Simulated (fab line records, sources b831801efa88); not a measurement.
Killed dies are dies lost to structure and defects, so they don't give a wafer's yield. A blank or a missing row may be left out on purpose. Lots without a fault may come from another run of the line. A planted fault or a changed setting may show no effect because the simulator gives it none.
fab line records | flow sky130
record lots=6 wafers=18 last_day=50
route steps=708 shown LI_CONTACT@371 LOCAL_INTERCONNECT@387 PAD_OPEN@708
lots that met no fault: from a run of the same line without faults
start_h: hours from the record's first day to the start of the lot's first wafer shown | wait_h: hours since the lot's step before | " the same as in the row above | L1.1+2: a row that stands for several wafers | - no value, or no start given | * or withheld: withheld | < > ~ a bound
route shown NAME@n: a module of which the file shows steps, and the number in the route of the first | usual: mean/standard deviation of fault-free wafers | same: alike in all rows | chamber/n: place in a boat | sites: the reading at each site | _std_site: their standard deviation | _edge_site: outer sites' mean less inner sites' | radius_mm: how far each site lies from the wafer's centre | mask NAME#n: copy n | behind: the tool/chamber that last shaped the wafer | hold: why the lot was held/for how many hours/how that ended | device: the transistor (n, p or np) that didn't switch | end of line: the same wafers' tests at the end of the route | a step without rows: its recipe alone | killed: dies lost to structure and defects at the first sort, not the wafer's yield | map: a wafer's dies, x killed, . not, _ none there
set.NAME: the setting as run; set.NAME@STEP: as run at that earlier step | model.NAME: the simulator's own value behind a step, which no gauge read
lots at some steps of the route; a table a step, a row a wafer
services: from which hour (start_h, from the record's first day; less than 0 if before it) a tool's chamber was out of use, for how many hours, and why
## steps
# step SKY_LI_CONTACT_EXPOSE_09
# recipe mask_id=LICM1 na=0.8 source_shape=annular sigma_inner=0.55 sigma_outer=0.85 target_cd_nm=170 dose_mj=38
# step SKY_LI_CONTACT_PEB_10
# recipe peb_temp_c=withheld peb_time_s=withheld resist=KrF-thick
# step SKY_LI_CONTACT_DEVELOP_11
# recipe develop_time_s=60 resist=KrF-thick dev_temp_c=21
# step SKY_LI_CONTACT_CD_MEAS_12
# recipe target_cd_nm=170
# usual cd_nm=169.6/1.4
# columns lot.wafer tool chamber start_h wait_h cd_nm
L257.1 cd_sem-02 - 710.17 - 171.0
L257.5 " - " " 171.3
L257.6 " - " " 170.8
L266.3 cd_sem-01 - 775.77 - 169.5
L266.4 " - " " 170.1
L266.5 " - " " 170.3
L269.1 cd_sem-02 - 805.42 - 169.6
L269.2 " - " " 168.2
L269.3 " - " " 167.5
L275.3 cd_sem-01 - 843.15 - 169.8
L275.4 " - " " 168.1
L275.5 " - " " 169.2
L277.1 cd_sem-02 - 850.67 - 170.6
L277.3 " - " " 169.7
L277.6 " - " " 171.5
L279.3 cd_sem-01 - 862.26 - 169.3
L279.4 " - " " 168.9
L279.6 " - " " 169.4
# step SKY_LI_CONTACT_OVL_MEAS_13
# usual LI_CONTACT_OVL=0/5.3
# columns lot.wafer tool chamber start_h wait_h LI_CONTACT_OVL[nm]
L257.1 overlay-01 - 710.29 0.1 -1
L257.5 " - " " 0
L257.6 " - " " 2
L266.3 overlay-02 - 775.87 0.1 -3
L266.4 " - " " -4
L266.5 " - " " -3
L269.1 overlay-01 - 805.54 0.1 0
L269.2 " - " " -4
L269.3 " - " " -1
L275.3 overlay-02 - 843.24 0.1 4
L275.4 " - " " 11
L275.5 " - " " 9
L277.1 overlay-01 - 850.79 0.1 -7
L277.3 " - " " -9
L277.6 " - " " -1
L279.3 overlay-01 - 862.36 0.1 -1
L279.4 " - " " -4
L279.6 " - " " -6
# step SKY_LI_CONTACT_ETCH_14
# recipe chemistry=N2/H2 target=BARC ion_energy_ev=200 source_w=500 bias_w=100 pressure_mtorr=30 n2_flow_sccm=100 h2_flow_sccm=200 stop_on=SiO2 time_s=45.9 target_depth_a=600
# usual drypump_motor_current_A=5.8/0.34 oes_product_au=0.856/0.0049 throttle_valve_pct=13.225/0.0095
# columns lot.wafer tool chamber start_h wait_h drypump_motor_current_A oes_product_au rf_hours_counter_h throttle_valve_pct
L257.1 rie_diel-02 3 710.33 0.0 5.6 0.851 2 13.217
L257.5 " 0 " " 5.9 0.856 - 13.235
L257.6 " 3 " " 5.6 0.848 - 13.242
L266.3 rie_diel-03 2 775.89 0.0 5.6 0.856 14 13.231
L266.4 " 1 " " 6.4 0.860 5 13.220
L266.5 " 0 " " 6.0 0.856 - 13.233
L269.1 rie_diel-01 1 805.58 0.0 6.1 0.861 14 13.229
L269.2 " 3 " " 5.3 0.860 2 13.242
L269.3 " 2 " " 6.3 0.860 15 13.213
L275.3 rie_diel-02 1 843.26 0.0 5.4 0.859 20 13.205
L275.4 " 0 " " 5.9 0.855 2 13.225
L275.5 " 2 " " 5.6 0.854 - 13.236
L277.1 rie_diel-02 2 850.83 0.0 5.6 0.853 3 13.220
L277.3 " 1 " " 5.4 0.848 20 13.251
L277.6 " 2 " " 5.6 0.854 - 13.225
L279.3 rie_diel-03 3 862.38 0.0 5.5 0.863 5 13.221
L279.4 " 1 " " 6.4 0.850 6 13.233
L279.6 " 1 " " 6.4 0.851 - 13.218
# step SKY_LI_CONTACT_ETCH_15
# recipe target=PSG chemistry=C4F8/O2/Ar stop_on=Si taper_deg=4.15 mask_material=KrF-thick source_w=1500 bias_w=1200 pressure_mtorr=40 c4f8_flow_sccm=withheld O2_flow_sccm=6 Ar_flow_sccm=300 time_s=withheld target_depth_a=6000
# usual oes_product_au=0.838/0.0051
# columns lot.wafer tool chamber start_h wait_h oes_product_au
L257.1 rie_diel-02 3 710.37 0.0 0.843
L257.5 " 0 " " 0.833
L257.6 " 3 " " 0.840
L266.3 rie_diel-03 2 775.93 0.0 0.848
L266.4 " 1 " " 0.830
L266.5 " 0 " " 0.834
L269.1 rie_diel-01 1 805.62 0.0 0.836
L269.2 " 3 " " 0.843
L269.3 " 2 " " 0.845
L275.3 rie_diel-02 1 843.30 0.0 0.834
L275.4 " 0 " " 0.836
L275.5 " 2 " " 0.841
L277.1 rie_diel-02 2 850.87 0.0 0.846
L277.3 " 1 " " 0.837
L277.6 " 2 " " 0.843
L279.3 rie_diel-03 3 862.42 0.0 0.837
L279.4 " 1 " " 0.837
L279.6 " 1 " " 0.847
# step SKY_LI_CONTACT_STRIP_16
# recipe chemistry=O2/N2 power_w=1400 pressure_mtorr=1500 platen_temp_c=withheld o2_flow_sccm=3000 n2_flow_sccm=300 overash_fraction=0.5
# usual drypump_motor_current_A=6.2/0.45 oes_product_au=0.376/0.0047 strip_time_to_endpoint_s=3.49/0.035
# columns lot.wafer tool chamber start_h wait_h drypump_motor_current_A oes_product_au rf_hours_counter_h strip_time_to_endpoint_s
L257.1 plasma_asher-04 0 710.46 - 6.5 0.371 102 3.49
L257.5 " 0 " " 6.5 0.375 - 3.48
L257.6 " 1 " " 6.3 0.372 - 3.48
L266.3 plasma_asher-03 1 776.05 - 6.8 0.371 - 3.55
L266.4 " 0 " " 5.9 0.388 - 3.49
L266.5 " 1 " " 6.8 0.378 - 3.52
L269.1 plasma_asher-04 0 805.71 - 6.5 0.378 6 3.47
L269.2 " 1 " " 6.3 0.381 6 3.50
L269.3 " 0 " " 6.5 0.370 - 3.51
L275.3 plasma_asher-03 1 843.42 - 6.8 0.368 - 3.46
L275.4 " 0 " " 5.9 0.379 - 3.51
L275.5 " 0 " " 5.9 0.377 - 3.45
L277.1 plasma_asher-04 0 850.96 - 6.5 0.376 9 3.43
L277.3 " 1 " " 6.3 0.370 - 3.41
L277.6 " 1 " " 6.3 0.375 - 3.43
L279.3 plasma_asher-03 1 862.54 - 6.8 0.377 - 3.47
L279.4 " 0 " " 5.9 0.376 - 3.50
L279.6 " 1 " " 6.8 0.371 - 3.46
# step SKY_LI_CONTACT_CLEAN_17
# recipe chemistry=NMP time_s=600 temp_c=60 dry=n2_spin
# step SKY_LI_CONTACT_PRE_CLEAN_18
# recipe gas=Ar time_s=5.6 bias_v=358
# step SKY_LI_CONTACT_SPUTTER_19
# recipe material=Ti target_thk_nm=20 chamber_pressure_pa=5 power_w=2500 substrate_temp_c=200 time_s=106.37
# usual cathode_dc_power_W=2500.1/0.49 throttle_valve_pct=30.0/0.94
# columns lot.wafer tool chamber start_h wait_h cathode_dc_power_W throttle_valve_pct
L257.1 pvd_sputter-04 - 710.75 0.0 2500.3 31.4
L257.5 " - " " 2499.8 31.6
L257.6 " - " " 2500.5 29.2
L266.3 pvd_sputter-01 - 776.31 0.0 2499.8 29.8
L266.4 " - " " 2499.3 28.3
L266.5 " - " " 2499.9 30.2
L269.1 pvd_sputter-01 - 806.00 0.0 2499.9 30.2
L269.2 " - " " 2499.8 28.5
L269.3 " - " " 2499.9 30.1
L275.3 pvd_sputter-04 - 843.70 0.0 2500.1 29.3
L275.4 " - " " 2499.8 30.8
L275.5 " - " " 2499.8 31.1
L277.1 pvd_sputter-02 - 851.25 0.0 2501.3 28.2
L277.3 " - " " 2500.1 30.0
L277.6 " - " " 2499.9 30.7
L279.3 pvd_sputter-02 - 862.80 0.0 2500.7 28.0
L279.4 " - " " 2499.7 30.0
L279.6 " - " " 2499.6 28.4
# step SKY_LI_CONTACT_SPUTTER_20
# recipe material=TiN target_thk_nm=20 chamber_pressure_pa=5 power_w=4000 time_s=80
# usual cathode_dc_power_W=3999.9/0.73 throttle_valve_pct=30.0/0.96
# columns lot.wafer tool chamber start_h wait_h cathode_dc_power_W throttle_valve_pct
L257.1 pvd_sputter-04 - 710.83 0.0 3999.3 31.6
L257.5 " - " " 3999.4 31.4
L257.6 " - " " 4000.9 29.4
L266.3 pvd_sputter-01 - 776.39 0.0 3999.4 30.1
L266.4 " - " " 4000.2 28.3
L266.5 " - " " 4001.5 30.2
L269.1 pvd_sputter-01 - 806.08 0.0 3999.9 30.0
L269.2 " - " " 4000.5 28.4
L269.3 " - " " 4000.2 30.0
L275.3 pvd_sputter-04 - 843.78 0.0 4001.0 29.3
L275.4 " - " " 3999.7 30.8
L275.5 " - " " 4000.9 31.3
L277.1 pvd_sputter-02 - 851.33 0.0 4000.2 28.1
L277.3 " - " " 4000.8 29.7
L277.6 " - " " 3999.6 30.7
L279.3 pvd_sputter-02 - 862.88 0.0 4000.9 28.3
L279.4 " - " " 4000.3 30.0
L279.6 " - " " 4000.6 28.2
# step SKY_LI_CONTACT_CVD_21
# recipe material=W target_thk_nm=400 time_s=120.56 temp_c=400 pressure_torr=40
# usual heater_power_w=819/60 susceptor_temp_C=399.96/0.23
# columns lot.wafer tool chamber start_h wait_h heater_power_w susceptor_temp_C model.W_of_LI_CONTACT_CVD_21.thk_nm
L257.1 cvd_w-02 1 710.89 0.0 775 400.11 400.2
L257.5 " 0 " " 858 399.65 391
L257.6 " 1 " " 771 400.28 398.2
L266.3 cvd_w-02 0 776.53 0.1 883 399.59 394.1
L266.4 " 0 " " 879 399.80 390.1
L266.5 " 0 " " 857 399.57 391.2
L269.1 cvd_w-01 0 806.14 0.0 763 399.88 393.4
L269.2 " 1 " " 894 400.17 396.2
L269.3 " 0 " " 743 399.88 395.4
L275.3 cvd_w-01 0 843.88 0.1 764 399.71 400.5
L275.4 " 1 " " 884 399.86 401.2
L275.5 " 0 " " 778 399.98 395.5
L277.1 cvd_w-02 1 851.39 0.0 704 382.48 291.7
L277.3 " 0 " " 793 382.47 281.4
L277.6 " 1 " " 689 382.97 290.1
L279.3 cvd_w-02 1 862.98 0.1 701 382.79 296.4
L279.4 " 0 " " 771 382.58 285.8
L279.6 " 1 " " 714 382.57 296.9
# step SKY_LI_CONTACT_RS_MEAS_22
# recipe thk_meas_gauge=four-point-probe reads=W_of_LI_CONTACT_CVD_21+TiN_of_LI_CONTACT_SPUTTER_20+Ti_of_LI_CONTACT_SPUTTER_19
# usual LI_CONTACT_W_RS=0.287/0.0032
# columns lot.wafer tool chamber start_h wait_h LI_CONTACT_W_RS[ohm/sq]
L257.1 film_metro-02 - 711.01 0.1 0.284
L257.5 " - " " 0.291
L257.6 " - " " 0.285
L266.3 film_metro-02 - 776.74 0.2 0.289
L266.4 " - " " 0.292
L266.5 " - " " 0.291
L269.1 film_metro-02 - 806.26 0.1 0.289
L269.2 " - " " 0.287
L269.3 " - " " 0.287
L275.3 film_metro-01 - 844.00 0.1 0.284
L275.4 " - " " 0.284
L275.5 " - " " 0.289
L277.1 film_metro-02 - 851.51 0.1 0.389
L277.3 " - " " 0.405
L277.6 " - " " 0.393
L279.3 film_metro-03 - 863.10 0.1 0.384
L279.4 " - " " 0.398
L279.6 " - " " 0.383
# step SKY_LI_CONTACT_THK_MEAS_23
# recipe thk_meas_gauge=xrf reads=W_of_LI_CONTACT_CVD_21
# usual LI_CONTACT_W_THK=409/8.3
# columns lot.wafer tool chamber start_h wait_h LI_CONTACT_W_THK[nm]
L257.1 film_metro-02 - 711.13 0.1 413
L257.5 " - " " 404
L257.6 " - " " 412
L266.3 film_metro-02 - 776.84 0.1 408
L266.4 " - " " 400
L266.5 " - " " 404
L269.1 film_metro-02 - 806.38 0.1 411
L269.2 " - " " 416
L269.3 " - " " 412
L275.3 film_metro-01 - 844.10 0.1 405
L275.4 " - " " 409
L275.5 " - " " 405
L277.1 film_metro-02 - 851.63 0.1 299
L277.3 " - " " 287
L277.6 " - " " 295
L279.3 film_metro-03 - 863.20 0.1 309
L279.4 " - " " 299
L279.6 " - " " 308
# step SKY_LI_CONTACT_CMP_24
# recipe stop_on=PSG t_overpolish_s=20 down_force_psi=3.5 platen_rpm=60 target_thk_nm=0 pad_velocity_m_s=0.94248
# usual motor_current_A=10.6/0.73 time_to_endpoint_s=96/3.6
# columns lot.wafer tool chamber start_h wait_h motor_current_A time_to_endpoint_s
L257.1 cmp-02 3 711.29 0.1 10.2 95
L257.5 " 1 " " 10.9 95
L257.6 " 2 " " 9.6 99
L266.3 cmp-01 2 776.88 0.0 10.3 91
L266.4 " 0 " " 10.6 94
L266.5 " 2 " " 10.2 88
L269.2 cmp-02 1 806.44 0.0 10.4 93
L269.3 " 2 " " 10.0 93
L269.1 " 0 " " 9.3 92
L275.3 cmp-01 0 844.25 0.1 10.7 98
L275.4 " 1 " " 11.0 101
L275.5 " 0 " " 10.4 94
L277.3 cmp-02 1 851.79 0.1 10.5 69
L277.1 " 2 " " 10.2 75
L277.6 " 0 " " 9.3 70
L279.3 cmp-02 3 863.24 0.0 10.5 72
L279.4 " 1 " " 10.3 70
L279.6 " 0 " " 9.9 74
# step SKY_LOCAL_INTERCONNECT_SPUTTER_00
# recipe material=TiN target_thk_nm=100 temp_c=300 power_w=6500 time_s=83.3 chamber_pressure_pa=0.4
# step SKY_PAD_OPEN_PROBE_99
# usual killed_at_M0_to_M3=43/6.4 killed_at_M4_up=3.2/1.8 killed_at_contacts=25/5.5 killed_at_front_end=16/5.2 killed_at_other=0.3/0.49 killed_dies=88/10 killed_open=48/7 killed_short=40/7.1
# same gross_dies=492 killed_at_back_side=0
# columns lot.wafer tool chamber start_h wait_h killed_at_M0_to_M3 killed_at_M4_up killed_at_contacts killed_at_front_end killed_at_other killed_dies killed_open killed_short
L269.1 prober-01 - 1171.64 0.1 48 3 22 10 0 83 48 35
L269.2 prober-01 - 1171.69 0.1 42 0 27 14 0 83 43 40
L269.3 prober-01 - 1171.74 0.2 44 2 25 22 0 93 62 31
# killed by level:class
L269.1 VIA1:geometric_particle:open=12 CONTACT:geometric_particle:open=10 VIA2:geometric_particle:open=8 CONTACT:geometric_particle:short=5 METAL1:geometric_particle:short=5 VIA1:geometric_particle:short=5 METAL2:geometric_particle:short=5 FIELD_ISO:geometric_particle:open=4
L269.2 CONTACT:geometric_particle:open=10 VIA1:geometric_particle:open=10 VIA1:geometric_particle:short=6 LI_CONTACT:geometric_particle:open=6 CONTACT:geometric_particle:short=5 METAL1:geometric_particle:short=5 FIELD_ISO:geometric_particle:short=4 FIELD_ISO:geometric_particle:open=4
L269.3 CONTACT:geometric_particle:open=10 VIA2:geometric_particle:open=10 VIA1:geometric_particle:open=9 LI_CONTACT:geometric_particle:open=8 VIA3:geometric_particle:open=8 FIELD_ISO:geometric_particle:open=5 POLY_GATE:geometric_particle:open=4 VIA3:geometric_particle:short=4
## services
# columns tool chamber start_h hours kind
pvd_sputter-01 - 708.48 3.5 repair
pvd_sputter-02 - 717.52 1.2 repair
cmp-02 - 718.95 16.1 repair
rie_diel-03 1 719.52 4.5 repair
plasma_asher-04 - 733.75 9.0 pm
pvd_sputter-04 - 736.03 3.5 repair
plasma_asher-04 - 737.23 1.8 repair
cmp-02 - 744.37 4.0 pm
cvd_w-02 - 748.92 1.3 repair
rie_diel-03 1 754.83 3.0 repair
plasma_asher-04 - 758.57 3.1 repair
rie_diel-02 - 758.75 0.4 repair
cvd_w-02 1 766.07 10.8 repair
plasma_asher-03 - 770.12 1.5 repair
pvd_sputter-02 - 771.87 1.2 repair
rie_diel-02 2 779.35 3.5 repair
pvd_sputter-01 - 782.79 2.8 repair
rie_diel-03 - 794.82 28.1 pm
rie_diel-03 0 826.54 25.3 repair
rie_diel-03 3 828.75 10.5 repair
plasma_asher-04 - 830.00 13.5 repair
rie_diel-03 1 834.02 8.3 repair
cmp-02 - 839.22 6.5 pm
pvd_sputter-04 - 851.03 2.2 repair
## key
first_sign step=SKY_LI_CONTACT_CVD_21 reading=susceptor_temp_C direction=down sigmas=75 usual=* struck=*
effect step=SKY_LI_CONTACT_CVD_21 reading=heater_power_w direction=down sigmas=1.5 usual=* struck=*
effect step=SKY_LI_CONTACT_RS_MEAS_22 reading=LI_CONTACT_W_RS direction=up sigmas=33 usual=0.287 struck=0.392
effect step=SKY_LI_CONTACT_THK_MEAS_23 reading=LI_CONTACT_W_THK direction=down sigmas=13 usual=409 struck=299
effect step=SKY_LI_CONTACT_CMP_24 reading=time_to_endpoint_s direction=down sigmas=6.7 usual=* struck=*
model_effect step=SKY_LI_CONTACT_CVD_21 value=W_of_LI_CONTACT_CVD_21.thk_nm without=399 struck=290.4
met_at SKY_LI_CONTACT_CVD_21
struck_wafers L277.1,L277.3,L277.6,L279.3,L279.4,L279.6
tester_left_out L277,L279
onset_between 776.53 851.39
fault kind=process_parameter_drift tool=cvd_w-02 chamber=- onset_h=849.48 steps=SKY_LI_CONTACT_CVD_21 channel=temp_c offset=* shape=step end_h=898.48 acts_in=* stated=*
# tester_left_out: of these lots the tester's yield and bins aren't shown, on N5 and GAA mostly nor the transistor test; their killed dies are dies lost to structure and defects alone, not to doping, threshold or leakage, so they don't give the yield
